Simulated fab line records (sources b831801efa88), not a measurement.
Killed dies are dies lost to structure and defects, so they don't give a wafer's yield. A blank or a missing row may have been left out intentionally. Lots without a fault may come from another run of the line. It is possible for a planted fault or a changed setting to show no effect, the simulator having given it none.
A lot that was struck, set against a sound lot || flow sky130 || 15 out of 708 route steps
Sound: these wafers, L486.1, L486.3, L486.6. Wafers struck: L495.3, L495.4, L495.6. The cause comes at the end.
Order at every step that has rows: each side's tool, ch and its chambers, its first start. Under that, the readings that differ: sound wafers || struck wafers || difference of the means || sigmas: that difference in standard deviations of wafers without a fault.
alike: a reading whose means differ by less than 2 such deviations, as well as words and numbers matching on both sides. not compared: withheld readings; readings where some wafer has no value; bounds like >300 that might hide an equal value; numbers whose values overlap and for which the record gives no deviation.
Wherever a step has rows on one side only, a row that says differs or no value, or a row with sigmas, the two part there. When numbers do not overlap yet have no deviation, they are printed without sigmas and do not part them. A reading that every wafer of one side lacks parts them only if that side has two wafers or more.

first, 1 step without rows for these wafers: SKY_LDD_HVP_IMPLANT_08.
SKY_LDD_HVP_STRIP_09: strips in O2/N2.
  sound on plasma asher-04 ch 0, day 22 12:29; struck on plasma asher-04 ch 0,1, day 25 19:40
  alike: drypump motor current A, oes product au, strip time to endpoint s
  not compared: rf hours counter h
SKY_LDD_HVP_TW_MEAS_10:
  struck on film metro-01, day 25 19:45; sound on film metro-04, day 22 12:35
  alike: LDD_HVP_TW
then, 7 steps without rows for these wafers: SKY_LDD_LDN_DEHYDRATE_00 (time 60 s); SKY_LDD_LDN_HMDS_01 (prime time 60 s); SKY_LDD_LDN_COAT_02 (resist thk 1140 nm); SKY_LDD_LDN_SOFTBAKE_03 (time 60 s); SKY_LDD_LDN_EXPOSE_04 (exposes mask LDNTM, target cd 700 nm); SKY_LDD_LDN_PEB_05; SKY_LDD_LDN_DEVELOP_06 (develop time 60 s).
SKY_LDD_LDN_OVL_MEAS_07:
  struck on overlay-02, day 27 01:15; sound on overlay-02, day 23 18:43
{"reading": "LDD_LDN_OVL (nm)", "sound": "-1.9 -2.5 -1.0", "struck": "2.1 2.6 1.8", "difference": "+4.0", "sigmas": "+3"}
next, for these wafers, 1 step has no rows: SKY_LDD_LDN_IMPLANT_08.
SKY_LDD_LDN_IMPLANT_09:
  sound on implanter-01 ch 0, day 23 18:54; struck on implanter-01 ch 0, day 27 01:28
{"reading": "dose ions cm2", "sound": "1.2532e+13 1.2507e+13 1.2503e+13", "struck": "1.1815e+13 1.1802e+13 1.1818e+13", "difference": -7.0233e+11, "sigmas": -54}
then, 2 steps without rows for these wafers: SKY_LDD_LDN_IMPLANT_10; SKY_PAD_OPEN_PROBE_99.

WHERE THEY PART
First at SKY_LDD_LDN_OVL_MEAS_07; last, within this record, at SKY_LDD_LDN_IMPLANT_09.

WHY: the cause the simulator had injected
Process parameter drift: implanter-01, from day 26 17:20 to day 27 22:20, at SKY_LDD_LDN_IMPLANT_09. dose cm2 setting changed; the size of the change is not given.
